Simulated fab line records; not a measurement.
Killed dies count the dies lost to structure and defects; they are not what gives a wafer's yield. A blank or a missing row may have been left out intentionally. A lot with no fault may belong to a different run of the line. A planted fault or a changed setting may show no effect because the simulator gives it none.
fab line records / flow sky130
record: lots: 5 wafers: 15 last-day: 50
route steps=708 shown LDD_N@253 LDD_P@255 LDD_HVN@267 LDD_HVP@278
lots with no fault: from the same line, run without faults
start-h: hours from the record's opening day to when the first of the lot's shown wafers began / wait-h: hours since the lot's step before / " repeats the value in the row above / L1.1+2: one row covering several wafers at once / - no value present, or no start provided / * or withheld: withheld / < > ~ a bound
route shown NAME@n: a module of which the file shows steps, and the number in the route of the first / usual: average and standard deviation across the fault-free wafers / same: alike in all rows / chamber/n: place in a boat / sites: each site's reading / _std_site: their standard deviation / _edge_site: outer sites' mean less inner sites' / radius-mm: for every site, how far away it sits from the centre of the wafer / mask NAME#n: copy n / behind: tool/chamber where the wafer was last shaped / hold: reason for holding the lot/hours on hold/outcome of the hold / device: names the non-switching transistor (n, p or np) / end of line: the tests these same wafers got at the end of their route / where a step has no rows: the recipe by itself / killed: dies lost to structure and defects at the first sort, not the wafer's yield / map: dies across one wafer; x = killed, . = not, _ = none there
set.NAME: the setting that was run; set.NAME@STEP: the one run at that earlier step / model.NAME: the simulator's own value behind a step, which no gauge read
a table for each step, a row for each wafer; lots at some steps of the route
services: a tool's chamber out of use, with start hour (start-h, from the record's first day; less than 0 if before it), hours out, and reason
== steps ==
step: SKY_LDD_N_STRIP_16
recipe: chemistry: O2/N2 power-w: 1400 pressure-mtorr: 1500 platen-temp-c: withheld o2-flow-sccm: 3000 n2-flow-sccm: 300 overash-fraction: 0.5
usual: chamber-pressure-mTorr: 1500.1/1.3 drypump-motor-current-A: 6.1/0.48 oes-product-au: 0.406/0.0047 strip-time-to-endpoint-s: 4.316/0.017
lot.wafer=L525.2 tool=plasma-asher-04 chamber=0 start-h=437.43 wait-h=0.1 chamber-pressure-mTorr=1500.8 drypump-motor-current-A=6.6 oes-product-au=0.407 rf-hours-counter-h=61 strip-time-to-endpoint-s=4.305
lot.wafer=L525.4 tool=plasma-asher-04 chamber=1 start-h=437.43 wait-h=0.1 chamber-pressure-mTorr=1498.6 drypump-motor-current-A=5.8 oes-product-au=0.406 rf-hours-counter-h=- strip-time-to-endpoint-s=4.307
lot.wafer=L525.5 tool=plasma-asher-04 chamber=0 start-h=437.43 wait-h=0.1 chamber-pressure-mTorr=1500.4 drypump-motor-current-A=6.7 oes-product-au=0.403 rf-hours-counter-h=- strip-time-to-endpoint-s=4.300
lot.wafer=L533.2 tool=plasma-asher-04 chamber=1 start-h=504.62 wait-h=0.1 chamber-pressure-mTorr=1500.1 drypump-motor-current-A=5.8 oes-product-au=0.406 rf-hours-counter-h=68 strip-time-to-endpoint-s=4.354
lot.wafer=L533.4 tool=plasma-asher-04 chamber=0 start-h=504.62 wait-h=0.1 chamber-pressure-mTorr=1499.0 drypump-motor-current-A=6.6 oes-product-au=0.410 rf-hours-counter-h=- strip-time-to-endpoint-s=4.342
lot.wafer=L533.5 tool=plasma-asher-04 chamber=1 start-h=504.62 wait-h=0.1 chamber-pressure-mTorr=1499.5 drypump-motor-current-A=5.7 oes-product-au=0.417 rf-hours-counter-h=- strip-time-to-endpoint-s=4.344
lot.wafer=L535.3 tool=plasma-asher-04 chamber=1 start-h=514.46 wait-h=0.1 chamber-pressure-mTorr=1498.9 drypump-motor-current-A=5.7 oes-product-au=0.402 rf-hours-counter-h=- strip-time-to-endpoint-s=4.342
lot.wafer=L535.5 tool=plasma-asher-04 chamber=0 start-h=514.46 wait-h=0.1 chamber-pressure-mTorr=1499.0 drypump-motor-current-A=6.6 oes-product-au=0.406 rf-hours-counter-h=- strip-time-to-endpoint-s=4.340
lot.wafer=L535.6 tool=plasma-asher-04 chamber=1 start-h=514.46 wait-h=0.1 chamber-pressure-mTorr=1501.5 drypump-motor-current-A=5.7 oes-product-au=0.401 rf-hours-counter-h=- strip-time-to-endpoint-s=4.335
lot.wafer=L536.1 tool=plasma-asher-04 chamber=0 start-h=525.43 wait-h=0.1 chamber-pressure-mTorr=1500.3 drypump-motor-current-A=6.6 oes-product-au=0.398 rf-hours-counter-h=70 strip-time-to-endpoint-s=4.292
lot.wafer=L536.5 tool=plasma-asher-04 chamber=1 start-h=525.43 wait-h=0.1 chamber-pressure-mTorr=1499.6 drypump-motor-current-A=5.8 oes-product-au=0.412 rf-hours-counter-h=- strip-time-to-endpoint-s=4.319
lot.wafer=L536.6 tool=plasma-asher-04 chamber=0 start-h=525.43 wait-h=0.1 chamber-pressure-mTorr=1500.0 drypump-motor-current-A=6.6 oes-product-au=0.403 rf-hours-counter-h=- strip-time-to-endpoint-s=4.302
lot.wafer=L544.3 tool=plasma-asher-04 chamber=0 start-h=604.85 wait-h=0.1 chamber-pressure-mTorr=1498.9 drypump-motor-current-A=6.6 oes-product-au=0.413 rf-hours-counter-h=- strip-time-to-endpoint-s=4.308
lot.wafer=L544.5 tool=plasma-asher-04 chamber=1 start-h=604.85 wait-h=0.1 chamber-pressure-mTorr=1499.8 drypump-motor-current-A=5.8 oes-product-au=0.409 rf-hours-counter-h=- strip-time-to-endpoint-s=4.326
lot.wafer=L544.6 tool=plasma-asher-04 chamber=0 start-h=604.85 wait-h=0.1 chamber-pressure-mTorr=1501.1 drypump-motor-current-A=6.6 oes-product-au=0.407 rf-hours-counter-h=- strip-time-to-endpoint-s=4.291
step: SKY_LDD_N_TW_MEAS_17
usual: LDD_N_TW: 2606/15
lot.wafer=L525.2 tool=film-metro-03 chamber=- start-h=437.54 wait-h=0.1 LDD_N_TW=2589
lot.wafer=L525.4 tool=film-metro-03 chamber=- start-h=437.54 wait-h=0.1 LDD_N_TW=2605
lot.wafer=L525.5 tool=film-metro-03 chamber=- start-h=437.54 wait-h=0.1 LDD_N_TW=2614
lot.wafer=L533.2 tool=film-metro-02 chamber=- start-h=504.73 wait-h=0.1 LDD_N_TW=2593
lot.wafer=L533.4 tool=film-metro-02 chamber=- start-h=504.73 wait-h=0.1 LDD_N_TW=2600
lot.wafer=L533.5 tool=film-metro-02 chamber=- start-h=504.73 wait-h=0.1 LDD_N_TW=2599
lot.wafer=L535.3 tool=film-metro-04 chamber=- start-h=514.54 wait-h=0.1 LDD_N_TW=2605
lot.wafer=L535.5 tool=film-metro-04 chamber=- start-h=514.54 wait-h=0.1 LDD_N_TW=2605
lot.wafer=L535.6 tool=film-metro-04 chamber=- start-h=514.54 wait-h=0.1 LDD_N_TW=2618
lot.wafer=L536.1 tool=film-metro-03 chamber=- start-h=525.53 wait-h=0.1 LDD_N_TW=2619
lot.wafer=L536.5 tool=film-metro-03 chamber=- start-h=525.53 wait-h=0.1 LDD_N_TW=2627
lot.wafer=L536.6 tool=film-metro-03 chamber=- start-h=525.53 wait-h=0.1 LDD_N_TW=2628
lot.wafer=L544.3 tool=film-metro-02 chamber=- start-h=604.93 wait-h=0.1 LDD_N_TW=2588
lot.wafer=L544.5 tool=film-metro-02 chamber=- start-h=604.93 wait-h=0.1 LDD_N_TW=2602
lot.wafer=L544.6 tool=film-metro-02 chamber=- start-h=604.93 wait-h=0.1 LDD_N_TW=2583
step: SKY_LDD_P_DEHYDRATE_00
recipe: temp-c: 200 time-s: 60
step: SKY_LDD_P_HMDS_01
recipe: prime-time-s: 60 prime-temp-c: 120
step: SKY_LDD_P_COAT_02
recipe: resist: NOVOLAK spin-rpm: 3000 resist-thk-nm: 1140
step: SKY_LDD_P_SOFTBAKE_03
recipe: temp-c: 90 time-s: 60 resist: NOVOLAK
step: SKY_LDD_P_EXPOSE_04
recipe: mask-id: PSDM na: 0.6 source-shape: conventional sigma-outer: 0.6 polarization: unpolarized target-cd-nm: 380 dose-mj: 138
step: SKY_LDD_P_PEB_05
recipe: temp-c: withheld time-s: * resist: NOVOLAK
step: SKY_LDD_P_DEVELOP_06
recipe: resist: NOVOLAK developer: TMAH develop-time-s: 60 dev-temp-c: 23
step: SKY_LDD_P_CD_MEAS_07
recipe: target-cd-nm: 380
usual: cd-nm: 380.5/2
lot.wafer=L525.2 tool=cd-sem-02 chamber=- start-h=468.26 wait-h=0.1 cd-nm=381.8
lot.wafer=L525.4 tool=cd-sem-02 chamber=- start-h=468.26 wait-h=0.1 cd-nm=384.7
lot.wafer=L525.5 tool=cd-sem-02 chamber=- start-h=468.26 wait-h=0.1 cd-nm=379.3
lot.wafer=L533.2 tool=cd-sem-02 chamber=- start-h=534.51 wait-h=0.1 cd-nm=376.3
lot.wafer=L533.4 tool=cd-sem-02 chamber=- start-h=534.51 wait-h=0.1 cd-nm=379.6
lot.wafer=L533.5 tool=cd-sem-02 chamber=- start-h=534.51 wait-h=0.1 cd-nm=376.5
lot.wafer=L535.3 tool=cd-sem-02 chamber=- start-h=544.59 wait-h=0.1 cd-nm=380.3
lot.wafer=L535.5 tool=cd-sem-02 chamber=- start-h=544.59 wait-h=0.1 cd-nm=380.4
lot.wafer=L535.6 tool=cd-sem-02 chamber=- start-h=544.59 wait-h=0.1 cd-nm=381.5
lot.wafer=L536.1 tool=cd-sem-01 chamber=- start-h=555.19 wait-h=0.1 cd-nm=377.0
lot.wafer=L536.5 tool=cd-sem-01 chamber=- start-h=555.19 wait-h=0.1 cd-nm=380.9
lot.wafer=L536.6 tool=cd-sem-01 chamber=- start-h=555.19 wait-h=0.1 cd-nm=380.6
lot.wafer=L544.3 tool=cd-sem-02 chamber=- start-h=633.54 wait-h=0.1 cd-nm=376.3
lot.wafer=L544.5 tool=cd-sem-02 chamber=- start-h=633.54 wait-h=0.1 cd-nm=378.0
lot.wafer=L544.6 tool=cd-sem-02 chamber=- start-h=633.54 wait-h=0.1 cd-nm=379.2
step: SKY_LDD_P_OVL_MEAS_08
usual: LDD_P_OVL: 0.4/1.4
lot.wafer=L525.2 tool=overlay-01 chamber=- start-h=468.36 wait-h=0.1 LDD_P_OVL[nm]=3.2
lot.wafer=L525.4 tool=overlay-01 chamber=- start-h=468.36 wait-h=0.1 LDD_P_OVL[nm]=3.0
lot.wafer=L525.5 tool=overlay-01 chamber=- start-h=468.36 wait-h=0.1 LDD_P_OVL[nm]=-0.1
lot.wafer=L533.2 tool=overlay-02 chamber=- start-h=534.61 wait-h=0.1 LDD_P_OVL[nm]=0.5
lot.wafer=L533.4 tool=overlay-02 chamber=- start-h=534.61 wait-h=0.1 LDD_P_OVL[nm]=-0.5
lot.wafer=L533.5 tool=overlay-02 chamber=- start-h=534.61 wait-h=0.1 LDD_P_OVL[nm]=-0.8
lot.wafer=L535.3 tool=overlay-01 chamber=- start-h=544.68 wait-h=0.1 LDD_P_OVL[nm]=-2.6
lot.wafer=L535.5 tool=overlay-01 chamber=- start-h=544.68 wait-h=0.1 LDD_P_OVL[nm]=-0.9
lot.wafer=L535.6 tool=overlay-01 chamber=- start-h=544.68 wait-h=0.1 LDD_P_OVL[nm]=-0.1
lot.wafer=L536.1 tool=overlay-01 chamber=- start-h=555.31 wait-h=0.1 LDD_P_OVL[nm]=1.2
lot.wafer=L536.5 tool=overlay-01 chamber=- start-h=555.31 wait-h=0.1 LDD_P_OVL[nm]=0.1
lot.wafer=L536.6 tool=overlay-01 chamber=- start-h=555.31 wait-h=0.1 LDD_P_OVL[nm]=1.5
lot.wafer=L544.3 tool=overlay-02 chamber=- start-h=633.63 wait-h=0.1 LDD_P_OVL[nm]=0.0
lot.wafer=L544.5 tool=overlay-02 chamber=- start-h=633.63 wait-h=0.1 LDD_P_OVL[nm]=0.3
lot.wafer=L544.6 tool=overlay-02 chamber=- start-h=633.63 wait-h=0.1 LDD_P_OVL[nm]=-0.9
step: SKY_LDD_P_IMPLANT_09
recipe: species: BF2 energy-kev: 25 dose-cm2: 1e+13 tilt-deg: withheld
step: SKY_LDD_P_STRIP_10
recipe: chemistry: O2/N2 power-w: 1400 pressure-mtorr: 1500 platen-temp-c: withheld o2-flow-sccm: 3000 n2-flow-sccm: 300 overash-fraction: 0.5
usual: chamber-pressure-mTorr: 1500.0/1.4 drypump-motor-current-A: 6.0/0.4 oes-product-au: 0.715/0.0041 strip-time-to-endpoint-s: 14.17/0.043
lot.wafer=L525.2 tool=plasma-asher-04 chamber=1 start-h=468.54 wait-h=0.1 chamber-pressure-mTorr=1497.5 drypump-motor-current-A=5.8 oes-product-au=0.716 rf-hours-counter-h=64 strip-time-to-endpoint-s=14.24 model.NOVOLAK_of_LDD_P_COAT_02.thk-nm=0
lot.wafer=L525.4 tool=plasma-asher-04 chamber=0 start-h=468.54 wait-h=0.1 chamber-pressure-mTorr=1500.9 drypump-motor-current-A=6.6 oes-product-au=0.712 rf-hours-counter-h=- strip-time-to-endpoint-s=14.24 model.NOVOLAK_of_LDD_P_COAT_02.thk-nm=0
lot.wafer=L525.5 tool=plasma-asher-04 chamber=0 start-h=468.54 wait-h=0.1 chamber-pressure-mTorr=1499.2 drypump-motor-current-A=6.6 oes-product-au=0.720 rf-hours-counter-h=- strip-time-to-endpoint-s=14.25 model.NOVOLAK_of_LDD_P_COAT_02.thk-nm=0
lot.wafer=L533.2 tool=plasma-asher-03 chamber=1 start-h=534.79 wait-h=0.1 chamber-pressure-mTorr=1498.7 drypump-motor-current-A=5.7 oes-product-au=0.712 rf-hours-counter-h=81 strip-time-to-endpoint-s=14.16 model.NOVOLAK_of_LDD_P_COAT_02.thk-nm=0
lot.wafer=L533.4 tool=plasma-asher-03 chamber=0 start-h=534.79 wait-h=0.1 chamber-pressure-mTorr=1500.8 drypump-motor-current-A=6.3 oes-product-au=0.718 rf-hours-counter-h=- strip-time-to-endpoint-s=14.18 model.NOVOLAK_of_LDD_P_COAT_02.thk-nm=0
lot.wafer=L533.5 tool=plasma-asher-03 chamber=0 start-h=534.79 wait-h=0.1 chamber-pressure-mTorr=1500.1 drypump-motor-current-A=6.3 oes-product-au=0.714 rf-hours-counter-h=- strip-time-to-endpoint-s=14.16 model.NOVOLAK_of_LDD_P_COAT_02.thk-nm=0
lot.wafer=L535.3 tool=plasma-asher-03 chamber=0 start-h=544.88 wait-h=0.1 chamber-pressure-mTorr=1499.0 drypump-motor-current-A=6.3 oes-product-au=0.951 rf-hours-counter-h=- strip-time-to-endpoint-s=- model.NOVOLAK_of_LDD_P_COAT_02.thk-nm=122
lot.wafer=L535.5 tool=plasma-asher-03 chamber=0 start-h=544.88 wait-h=0.1 chamber-pressure-mTorr=1500.2 drypump-motor-current-A=6.3 oes-product-au=0.953 rf-hours-counter-h=- strip-time-to-endpoint-s=- model.NOVOLAK_of_LDD_P_COAT_02.thk-nm=121.7
lot.wafer=L535.6 tool=plasma-asher-03 chamber=1 start-h=544.88 wait-h=0.1 chamber-pressure-mTorr=1500.2 drypump-motor-current-A=5.7 oes-product-au=0.951 rf-hours-counter-h=- strip-time-to-endpoint-s=- model.NOVOLAK_of_LDD_P_COAT_02.thk-nm=121.9
lot.wafer=L536.1 tool=plasma-asher-04 chamber=1 start-h=555.49 wait-h=0.1 chamber-pressure-mTorr=1500.1 drypump-motor-current-A=5.8 oes-product-au=0.714 rf-hours-counter-h=73 strip-time-to-endpoint-s=14.20 model.NOVOLAK_of_LDD_P_COAT_02.thk-nm=0
lot.wafer=L536.5 tool=plasma-asher-04 chamber=0 start-h=555.49 wait-h=0.1 chamber-pressure-mTorr=1498.8 drypump-motor-current-A=6.6 oes-product-au=0.712 rf-hours-counter-h=- strip-time-to-endpoint-s=14.14 model.NOVOLAK_of_LDD_P_COAT_02.thk-nm=0
lot.wafer=L536.6 tool=plasma-asher-04 chamber=1 start-h=555.49 wait-h=0.1 chamber-pressure-mTorr=1502.0 drypump-motor-current-A=5.8 oes-product-au=0.714 rf-hours-counter-h=- strip-time-to-endpoint-s=14.14 model.NOVOLAK_of_LDD_P_COAT_02.thk-nm=0
lot.wafer=L544.3 tool=plasma-asher-03 chamber=1 start-h=633.83 wait-h=0.1 chamber-pressure-mTorr=1500.2 drypump-motor-current-A=5.7 oes-product-au=0.713 rf-hours-counter-h=- strip-time-to-endpoint-s=14.17 model.NOVOLAK_of_LDD_P_COAT_02.thk-nm=0
lot.wafer=L544.5 tool=plasma-asher-03 chamber=0 start-h=633.83 wait-h=0.1 chamber-pressure-mTorr=1499.1 drypump-motor-current-A=6.4 oes-product-au=0.717 rf-hours-counter-h=- strip-time-to-endpoint-s=14.19 model.NOVOLAK_of_LDD_P_COAT_02.thk-nm=0
lot.wafer=L544.6 tool=plasma-asher-03 chamber=1 start-h=633.83 wait-h=0.1 chamber-pressure-mTorr=1501.6 drypump-motor-current-A=5.7 oes-product-au=0.713 rf-hours-counter-h=- strip-time-to-endpoint-s=14.21 model.NOVOLAK_of_LDD_P_COAT_02.thk-nm=0
step: SKY_LDD_P_TW_MEAS_11
usual: LDD_P_TW: 634/7.2
lot.wafer=L525.2 tool=film-metro-02 chamber=- start-h=468.65 wait-h=0.1 LDD_P_TW=640
lot.wafer=L525.4 tool=film-metro-02 chamber=- start-h=468.65 wait-h=0.1 LDD_P_TW=643
lot.wafer=L525.5 tool=film-metro-02 chamber=- start-h=468.65 wait-h=0.1 LDD_P_TW=636
lot.wafer=L533.2 tool=film-metro-03 chamber=- start-h=534.90 wait-h=0.1 LDD_P_TW=643
lot.wafer=L533.4 tool=film-metro-03 chamber=- start-h=534.90 wait-h=0.1 LDD_P_TW=640
lot.wafer=L533.5 tool=film-metro-03 chamber=- start-h=534.90 wait-h=0.1 LDD_P_TW=639
lot.wafer=L535.3 tool=film-metro-02 chamber=- start-h=544.97 wait-h=0.1 LDD_P_TW=637
lot.wafer=L535.5 tool=film-metro-02 chamber=- start-h=544.97 wait-h=0.1 LDD_P_TW=640
lot.wafer=L535.6 tool=film-metro-02 chamber=- start-h=544.97 wait-h=0.1 LDD_P_TW=640
lot.wafer=L536.1 tool=film-metro-01 chamber=- start-h=555.59 wait-h=0.1 LDD_P_TW=630
lot.wafer=L536.5 tool=film-metro-01 chamber=- start-h=555.59 wait-h=0.1 LDD_P_TW=626
lot.wafer=L536.6 tool=film-metro-01 chamber=- start-h=555.59 wait-h=0.1 LDD_P_TW=629
lot.wafer=L544.3 tool=film-metro-01 chamber=- start-h=633.92 wait-h=0.1 LDD_P_TW=624
lot.wafer=L544.5 tool=film-metro-01 chamber=- start-h=633.92 wait-h=0.1 LDD_P_TW=628
lot.wafer=L544.6 tool=film-metro-01 chamber=- start-h=633.92 wait-h=0.1 LDD_P_TW=628
step: SKY_LDD_HVN_DEHYDRATE_00
recipe: temp-c: 200 time-s: 60
step: SKY_LDD_HVN_HMDS_01
recipe: prime-time-s: 60 prime-temp-c: 120
step: SKY_LDD_HVN_COAT_02
recipe: resist: NOVOLAK spin-rpm: 3000 resist-thk-nm: 300
step: SKY_LDD_HVN_SOFTBAKE_03
recipe: temp-c: 90 time-s: 60 resist: NOVOLAK
step: SKY_LDD_HVN_EXPOSE_04
recipe: mask-id: HVNTM na: 0.6 source-shape: conventional sigma-outer: 0.6 polarization: unpolarized target-cd-nm: 700 dose-mj: 127
step: SKY_LDD_HVN_PEB_05
recipe: temp-c: withheld time-s: * resist: NOVOLAK
step: SKY_LDD_HVN_DEVELOP_06
recipe: resist: NOVOLAK developer: TMAH develop-time-s: 60 dev-temp-c: 23
step: SKY_LDD_HVN_OVL_MEAS_07
usual: LDD_HVN_OVL: 0.1/1.5
lot.wafer=L525.2 tool=overlay-02 chamber=- start-h=499.62 wait-h=0.1 LDD_HVN_OVL[nm]=0.0
lot.wafer=L525.4 tool=overlay-02 chamber=- start-h=499.62 wait-h=0.1 LDD_HVN_OVL[nm]=-1.7
lot.wafer=L525.5 tool=overlay-02 chamber=- start-h=499.62 wait-h=0.1 LDD_HVN_OVL[nm]=-0.2
lot.wafer=L533.2 tool=overlay-02 chamber=- start-h=564.52 wait-h=0.1 LDD_HVN_OVL[nm]=1.2
lot.wafer=L533.4 tool=overlay-02 chamber=- start-h=564.52 wait-h=0.1 LDD_HVN_OVL[nm]=1.1
lot.wafer=L533.5 tool=overlay-02 chamber=- start-h=564.52 wait-h=0.1 LDD_HVN_OVL[nm]=-0.2
lot.wafer=L535.3 tool=overlay-02 chamber=- start-h=574.76 wait-h=0.1 LDD_HVN_OVL[nm]=-0.6
lot.wafer=L535.5 tool=overlay-02 chamber=- start-h=574.76 wait-h=0.1 LDD_HVN_OVL[nm]=-1.1
lot.wafer=L535.6 tool=overlay-02 chamber=- start-h=574.76 wait-h=0.1 LDD_HVN_OVL[nm]=-0.6
lot.wafer=L536.1 tool=overlay-02 chamber=- start-h=584.95 wait-h=0.1 LDD_HVN_OVL[nm]=-0.8
lot.wafer=L536.5 tool=overlay-02 chamber=- start-h=584.95 wait-h=0.1 LDD_HVN_OVL[nm]=-1.4
lot.wafer=L536.6 tool=overlay-02 chamber=- start-h=584.95 wait-h=0.1 LDD_HVN_OVL[nm]=0.9
lot.wafer=L544.3 tool=overlay-01 chamber=- start-h=662.03 wait-h=0.1 LDD_HVN_OVL[nm]=1.1
lot.wafer=L544.5 tool=overlay-01 chamber=- start-h=662.03 wait-h=0.1 LDD_HVN_OVL[nm]=1.0
lot.wafer=L544.6 tool=overlay-01 chamber=- start-h=662.03 wait-h=0.1 LDD_HVN_OVL[nm]=0.8
step: SKY_LDD_HVN_IMPLANT_08
recipe: species: P energy-kev: 60 dose-cm2: 3e+13 tilt-deg: 40
step: SKY_LDD_HVN_STRIP_09
recipe: chemistry: O2/N2 power-w: 1400 pressure-mtorr: 1500 platen-temp-c: withheld o2-flow-sccm: 3000 n2-flow-sccm: 300 overash-fraction: 0.5
usual: chamber-pressure-mTorr: 1500.1/1.5 drypump-motor-current-A: 5.7/0.49 oes-product-au: 0.408/0.0044 strip-time-to-endpoint-s: 4.129/0.017
lot.wafer=L525.2 tool=plasma-asher-02 chamber=0 start-h=499.80 wait-h=0.1 chamber-pressure-mTorr=1498.2 drypump-motor-current-A=5.9 oes-product-au=0.409 rf-hours-counter-h=36 strip-time-to-endpoint-s=4.144
lot.wafer=L525.4 tool=plasma-asher-02 chamber=0 start-h=499.80 wait-h=0.1 chamber-pressure-mTorr=1497.3 drypump-motor-current-A=5.9 oes-product-au=0.414 rf-hours-counter-h=- strip-time-to-endpoint-s=4.158
lot.wafer=L525.5 tool=plasma-asher-02 chamber=1 start-h=499.80 wait-h=0.1 chamber-pressure-mTorr=1503.5 drypump-motor-current-A=5.5 oes-product-au=0.407 rf-hours-counter-h=- strip-time-to-endpoint-s=4.143
lot.wafer=L533.2 tool=plasma-asher-02 chamber=0 start-h=564.70 wait-h=0.1 chamber-pressure-mTorr=1500.8 drypump-motor-current-A=5.9 oes-product-au=0.406 rf-hours-counter-h=43 strip-time-to-endpoint-s=4.109
lot.wafer=L533.4 tool=plasma-asher-02 chamber=0 start-h=564.70 wait-h=0.1 chamber-pressure-mTorr=1499.6 drypump-motor-current-A=5.9 oes-product-au=0.407 rf-hours-counter-h=- strip-time-to-endpoint-s=4.123
lot.wafer=L533.5 tool=plasma-asher-02 chamber=1 start-h=564.70 wait-h=0.1 chamber-pressure-mTorr=1499.8 drypump-motor-current-A=5.5 oes-product-au=0.409 rf-hours-counter-h=- strip-time-to-endpoint-s=4.107
lot.wafer=L535.3 tool=plasma-asher-02 chamber=1 start-h=574.96 wait-h=0.1 chamber-pressure-mTorr=1500.0 drypump-motor-current-A=5.5 oes-product-au=0.487 rf-hours-counter-h=- strip-time-to-endpoint-s=6.139
lot.wafer=L535.5 tool=plasma-asher-02 chamber=1 start-h=574.96 wait-h=0.1 chamber-pressure-mTorr=1500.9 drypump-motor-current-A=5.5 oes-product-au=0.485 rf-hours-counter-h=- strip-time-to-endpoint-s=6.124
lot.wafer=L535.6 tool=plasma-asher-02 chamber=0 start-h=574.96 wait-h=0.1 chamber-pressure-mTorr=1501.4 drypump-motor-current-A=5.9 oes-product-au=0.489 rf-hours-counter-h=- strip-time-to-endpoint-s=6.120
lot.wafer=L536.1 tool=plasma-asher-02 chamber=0 start-h=585.13 wait-h=0.1 chamber-pressure-mTorr=1501.2 drypump-motor-current-A=5.9 oes-product-au=0.404 rf-hours-counter-h=44 strip-time-to-endpoint-s=4.101
lot.wafer=L536.5 tool=plasma-asher-02 chamber=1 start-h=585.13 wait-h=0.1 chamber-pressure-mTorr=1501.7 drypump-motor-current-A=5.5 oes-product-au=0.403 rf-hours-counter-h=- strip-time-to-endpoint-s=4.072
lot.wafer=L536.6 tool=plasma-asher-02 chamber=0 start-h=585.13 wait-h=0.1 chamber-pressure-mTorr=1499.9 drypump-motor-current-A=5.9 oes-product-au=0.412 rf-hours-counter-h=- strip-time-to-endpoint-s=4.118
lot.wafer=L544.3 tool=plasma-asher-02 chamber=1 start-h=662.23 wait-h=0.1 chamber-pressure-mTorr=1500.5 drypump-motor-current-A=5.5 oes-product-au=0.413 rf-hours-counter-h=- strip-time-to-endpoint-s=4.112
lot.wafer=L544.5 tool=plasma-asher-02 chamber=1 start-h=662.23 wait-h=0.1 chamber-pressure-mTorr=1499.4 drypump-motor-current-A=5.5 oes-product-au=0.408 rf-hours-counter-h=- strip-time-to-endpoint-s=4.132
lot.wafer=L544.6 tool=plasma-asher-02 chamber=0 start-h=662.23 wait-h=0.1 chamber-pressure-mTorr=1499.3 drypump-motor-current-A=5.9 oes-product-au=0.413 rf-hours-counter-h=- strip-time-to-endpoint-s=4.124
step: SKY_LDD_HVN_TW_MEAS_10
usual: LDD_HVN_TW: 1442/17
lot.wafer=L525.2 tool=film-metro-04 chamber=- start-h=499.91 wait-h=0.1 LDD_HVN_TW=1455
lot.wafer=L525.4 tool=film-metro-04 chamber=- start-h=499.91 wait-h=0.1 LDD_HVN_TW=1450
lot.wafer=L525.5 tool=film-metro-04 chamber=- start-h=499.91 wait-h=0.1 LDD_HVN_TW=1453
lot.wafer=L533.2 tool=film-metro-04 chamber=- start-h=564.81 wait-h=0.1 LDD_HVN_TW=1445
lot.wafer=L533.4 tool=film-metro-04 chamber=- start-h=564.81 wait-h=0.1 LDD_HVN_TW=1445
lot.wafer=L533.5 tool=film-metro-04 chamber=- start-h=564.81 wait-h=0.1 LDD_HVN_TW=1449
lot.wafer=L535.3 tool=film-metro-04 chamber=- start-h=575.05 wait-h=0.1 LDD_HVN_TW=843
lot.wafer=L535.5 tool=film-metro-04 chamber=- start-h=575.05 wait-h=0.1 LDD_HVN_TW=852
lot.wafer=L535.6 tool=film-metro-04 chamber=- start-h=575.05 wait-h=0.1 LDD_HVN_TW=846
lot.wafer=L536.1 tool=film-metro-04 chamber=- start-h=585.23 wait-h=0.1 LDD_HVN_TW=1456
lot.wafer=L536.5 tool=film-metro-04 chamber=- start-h=585.23 wait-h=0.1 LDD_HVN_TW=1449
lot.wafer=L536.6 tool=film-metro-04 chamber=- start-h=585.23 wait-h=0.1 LDD_HVN_TW=1458
lot.wafer=L544.3 tool=film-metro-04 chamber=- start-h=662.32 wait-h=0.1 LDD_HVN_TW=1452
lot.wafer=L544.5 tool=film-metro-04 chamber=- start-h=662.32 wait-h=0.1 LDD_HVN_TW=1458
lot.wafer=L544.6 tool=film-metro-04 chamber=- start-h=662.32 wait-h=0.1 LDD_HVN_TW=1453
step: SKY_LDD_HVP_DEHYDRATE_00
recipe: temp-c: 200 time-s: 60
== services ==
tool=plasma-asher-02 chamber=- start-h=496.06 hours=3.6 kind=repair
tool=plasma-asher-03 chamber=- start-h=509.35 hours=23.5 kind=pm
tool=plasma-asher-02 chamber=- start-h=540.31 hours=3.8 kind=repair
tool=plasma-asher-04 chamber=- start-h=542.36 hours=5.1 kind=repair
tool=plasma-asher-03 chamber=- start-h=608.47 hours=2.8 kind=pm
tool=plasma-asher-03 chamber=- start-h=639.00 hours=1.9 kind=repair
== key ==
first-sign: step: SKY_LDD_P_STRIP_10 reading: oes-product-au direction: up sigmas: 58 usual: 0.715 struck: 0.952
effect: step: SKY_LDD_HVN_STRIP_09 reading: strip-time-to-endpoint-s direction: up sigmas: 99+ usual: * struck: *
effect: step: SKY_LDD_HVN_TW_MEAS_10 reading: LDD_HVN_TW direction: down sigmas: 35 usual: 1442 struck: 847
model-effect: step: SKY_LDD_P_STRIP_10 value: NOVOLAK_of_LDD_P_COAT_02.thk-nm without: 0 struck: 121.9
met-at SKY_LDD_P_STRIP_10
struck-wafers L535.3,L535.5,L535.6
sort-left-out L535.3,L535.5,L535.6
tester-left-out L535
onset-between 534.79 544.88
fault: kind: strip-aborted tool: plasma-asher-03 chamber: - onset-h: 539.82 steps: SKY_LDD_P_STRIP_10 offset: 0.41746 end-h: 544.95
tester-left-out: of these lots the tester's yield and bins aren't shown, on N5 and GAA mostly nor the transistor test; their killed dies are dies lost to structure and defects alone, not to doping, threshold or leakage, so they don't give the yield
sort-left-out: the simulated sort isn't trusted on such a fault, so these wafers' sort isn't shown, and their yield isn't known
